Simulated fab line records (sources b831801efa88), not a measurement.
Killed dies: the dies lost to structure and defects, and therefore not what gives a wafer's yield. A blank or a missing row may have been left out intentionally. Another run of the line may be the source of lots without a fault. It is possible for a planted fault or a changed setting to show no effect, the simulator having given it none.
Struck lot and sound lot, side by side + flow sfq line + 14 out of 325 route steps
Sound: these wafers, L480.1, L480.3, L480.4. Struck: wafers L490.1, L490.2, L490.5. At the end, the cause is stated.
At each step with rows: each side's tool, then ch and its chambers, then its first start. Under that, the readings that differ: sound wafers + struck wafers + difference of the means + sigmas: that difference in standard deviations of wafers without a fault.
alike: readings whose means differ by less than 2 such deviations, and words and numbers that are the same on both sides. not compared: withheld readings, readings that some wafer has no value for, bounds like >300 that may hide the same value, and numbers for which the record gives no deviation and whose values overlap.
A row with sigmas, a row that says differs or no value, or rows on one side alone: a step with any of these is where the two part. When numbers do not overlap yet have no deviation, they are printed without sigmas and do not part them. A reading that every wafer of one side lacks parts them only if that side has two wafers or more.

SFQ_TRILAYER_I2_DEP_PECVD_063: deposits SiO2 from SiH4/N2O, time 111.11 s, target thk 500 nm.
  sound on pecvd-03 ch 0,1, day 18 14:43; struck on pecvd-03 ch 0,1,2, day 23 03:43
  alike: heater power w, throttle valve pct
SFQ_TRILAYER_I2_CMP_CMP_064: polishes SiO2.
  sound on cmp-01 ch 0,2,3, day 18 18:16; struck on cmp-02 ch 0,1,3, day 23 12:49
  alike: head pressure psi, motor current A, time to endpoint s
SFQ_I2_BOW_MEAS_917:
  sound on film metro-02, day 18 21:16; struck on film metro-02, day 23 15:19
  alike: I2_BOW
SFQ_TRILAYER_I2_METRO_MEASURE_065:
  sound on film metro-02, day 18 21:23; struck on film metro-02, day 23 15:26
  alike: thk nm
then, 6 steps without rows for these wafers: SFQ_TRILAYER_I2_VIA_LITHO_COAT_072 (resist thk 62 nm); SFQ_TRILAYER_I2_VIA_LITHO_COAT_067 (resist thk 650 nm); SFQ_TRILAYER_I2_VIA_LITHO_SOFTBAKE_071; SFQ_TRILAYER_I2_VIA_LITHO_EXPOSE_068 (exposes mask I2, target cd 500 nm); SFQ_TRILAYER_I2_VIA_LITHO_PEB_070 (peb time 60 s); SFQ_TRILAYER_I2_VIA_LITHO_DEVELOP_069 (time 60 s).
-- the record jumps here: 3 days lie between the struck wafers' starts before and after --
SFQ_I2_OVL_MEAS_918:
  sound on overlay-01, day 21 09:38; struck on overlay-02, day 26 18:58
| reading     | sound  | struck  | difference | sigmas |
|-------------|--------|---------|------------|--------|
| I2_OVL (nm) | 12 8 9 | -2 -4 2 | -11        | -2     |
SFQ_TRILAYER_I2_VIA_BARC_OPEN_VIA_ETCH_096: etches BARC in O2, target depth 125 nm, time 41.7 s.
  sound on rie diel-01 ch 0,1,2, day 21 09:41; struck on rie diel-04 ch 1,2, day 26 19:00
  alike: bias w, chamber pressure mTorr, drypump motor current A, oes product au, rf fwd power W
  not compared: rf hours counter h
SFQ_TRILAYER_I2_VIA_ETCH_VIA_ETCH_070: etches SiO2 in CHF3, stops on Nb, target depth 260 nm.
  sound on rie diel-01 ch 0,1,2, day 21 09:43; struck on rie diel-04 ch 1,2, day 26 19:02
| reading            | sound             | struck            | difference | sigmas |
|--------------------|-------------------|-------------------|------------|--------|
| rf fwd power W (W) | 499.8 497.6 498.4 | 579.7 579.2 580.0 | +81.0      | +51    |
  alike: bias w, chamber pressure mTorr, drypump motor current A, oes product au
  not compared: model.Nb_of_TRILAYER_M2_DEP_SPUTTER_055.thk nm
SFQ_TRILAYER_I2_VIA_STRIP_STRIP_071: strips in O2.
  sound on rie metal-03 ch 0,1, day 21 09:50; struck on rie metal-02 ch 0,1, day 26 19:10
  alike: chamber pressure mTorr, drypump motor current A, oes product au
  not compared: rf hours counter h

== WHERE THEY PART ==
At SFQ_I2_OVL_MEAS_918 first; at SFQ_TRILAYER_I2_VIA_ETCH_VIA_ETCH_070 last (within this record only). Later steps at which nothing parts them and some readings are alike: SFQ_TRILAYER_I2_VIA_STRIP_STRIP_071.

WHY: what had been put in by the simulator
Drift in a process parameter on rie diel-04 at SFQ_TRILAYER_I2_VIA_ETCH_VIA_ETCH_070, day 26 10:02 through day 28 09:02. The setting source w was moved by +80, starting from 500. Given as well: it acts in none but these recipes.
